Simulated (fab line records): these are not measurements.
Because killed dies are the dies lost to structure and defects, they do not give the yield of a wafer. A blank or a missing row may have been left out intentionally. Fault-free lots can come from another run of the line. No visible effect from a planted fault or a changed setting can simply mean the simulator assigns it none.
Chamber matching / flow gf180mcu / 4 sister chambers for GF_V2_CMP_04 on cmp-01
The step polishes SiO2. 14 wafers are shown with their chamber, then 7 later ones without.

EACH WAFER AND ITS CHAMBER
wafer=L075.1; chamber=2; motorCurrentA (A)=10.7; timeToEndpointS (s)=74; headPressurePsi (psi)=3.997
wafer=L075.4; chamber=0; motorCurrentA (A)=11.9; timeToEndpointS (s)=84; headPressurePsi (psi)=4.003
wafer=L075.6; chamber=2; motorCurrentA (A)=10.8; timeToEndpointS (s)=85; headPressurePsi (psi)=4.006
wafer=L077.1; chamber=3; motorCurrentA (A)=11.3; timeToEndpointS (s)=82; headPressurePsi (psi)=3.994
wafer=L077.4; chamber=0; motorCurrentA (A)=11.2; timeToEndpointS (s)=91; headPressurePsi (psi)=4.006
wafer=L077.6; chamber=1; motorCurrentA (A)=9.5; timeToEndpointS (s)=86; headPressurePsi (psi)=3.994
wafer=L078.1; chamber=1; motorCurrentA (A)=10.1; timeToEndpointS (s)=79; headPressurePsi (psi)=4.003
wafer=L078.3; chamber=2; motorCurrentA (A)=11.2; timeToEndpointS (s)=77; headPressurePsi (psi)=3.999
wafer=L078.4; chamber=3; motorCurrentA (A)=12.2; timeToEndpointS (s)=89; headPressurePsi (psi)=4.001
wafer=L079.3; chamber=3; motorCurrentA (A)=12.1; timeToEndpointS (s)=71; headPressurePsi (psi)=4.002
wafer=L079.5; chamber=2; motorCurrentA (A)=10.4; timeToEndpointS (s)=81; headPressurePsi (psi)=4.019
wafer=L079.6; chamber=1; motorCurrentA (A)=9.7; timeToEndpointS (s)=81; headPressurePsi (psi)=4.014
wafer=L080.3; chamber=3; motorCurrentA (A)=12.0; timeToEndpointS (s)=83; headPressurePsi (psi)=4.009
wafer=L080.4; chamber=1; motorCurrentA (A)=9.8; timeToEndpointS (s)=83; headPressurePsi (psi)=4.021

SIGNATURES (means of the wafers above)
reading=motorCurrentA; chamber 0=11.550; chamber 1=9.775; chamber 2=10.775; chamber 3=11.900; scatter within a chamber=0.355
reading=timeToEndpointS; chamber 0=87.50; chamber 1=82.25; chamber 2=79.25; chamber 3=81.25; scatter within a chamber=5.37
reading=headPressurePsi; chamber 0=4.00450; chamber 1=4.00800; chamber 2=4.00525; chamber 3=4.00150; scatter within a chamber=0.00917
Rule: for a wafer and a chamber, the distance is found by dividing, reading by reading, the gap between the wafer's reading and the chamber's mean by the reading's scatter, squaring, summing and taking the root. If the next closest chamber is less than 2 further off than the closest, the wafer can't be placed; otherwise it belongs to the closest. How the scatter is found: for the shown wafers, subtract from each reading the mean of its chamber, square and add these, divide the total by (wafers less chambers), then take the root.

WAFERS WITHOUT THEIR CHAMBER
wafer=L080.5; motorCurrentA (A)=10.8; timeToEndpointS (s)=90; headPressurePsi (psi)=3.992
wafer=L088.2; motorCurrentA (A)=11.5; timeToEndpointS (s)=80; headPressurePsi (psi)=4.004
wafer=L088.4; motorCurrentA (A)=9.5; timeToEndpointS (s)=87; headPressurePsi (psi)=4.011
wafer=L088.6; motorCurrentA (A)=10.0; timeToEndpointS (s)=83; headPressurePsi (psi)=3.996
wafer=L096.2; motorCurrentA (A)=11.6; timeToEndpointS (s)=83; headPressurePsi (psi)=3.996
wafer=L096.4; motorCurrentA (A)=10.1; timeToEndpointS (s)=84; headPressurePsi (psi)=4.002
wafer=L096.5; motorCurrentA (A)=12.1; timeToEndpointS (s)=83; headPressurePsi (psi)=3.983

CHAMBER TAKEN BY EACH
wafer=L080.5; from the rows above=can't be placed: 2 or 0 or 3 or 1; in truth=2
wafer=L088.2; from the rows above=can't be placed: 3 or 0 or 2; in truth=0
wafer=L088.4; from the rows above=1; in truth=1
wafer=L088.6; from the rows above=can't be placed: 1 or 2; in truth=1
wafer=L096.2; from the rows above=can't be placed: 3 or 0 or 2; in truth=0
wafer=L096.4; from the rows above=can't be placed: 1 or 2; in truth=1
wafer=L096.5; from the rows above=can't be placed: 3 or 0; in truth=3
Correct placement for 1 of the 7. From these rows, 6 cannot be placed; in 6 the true chamber is one of the candidates. 0 placed wrongly.
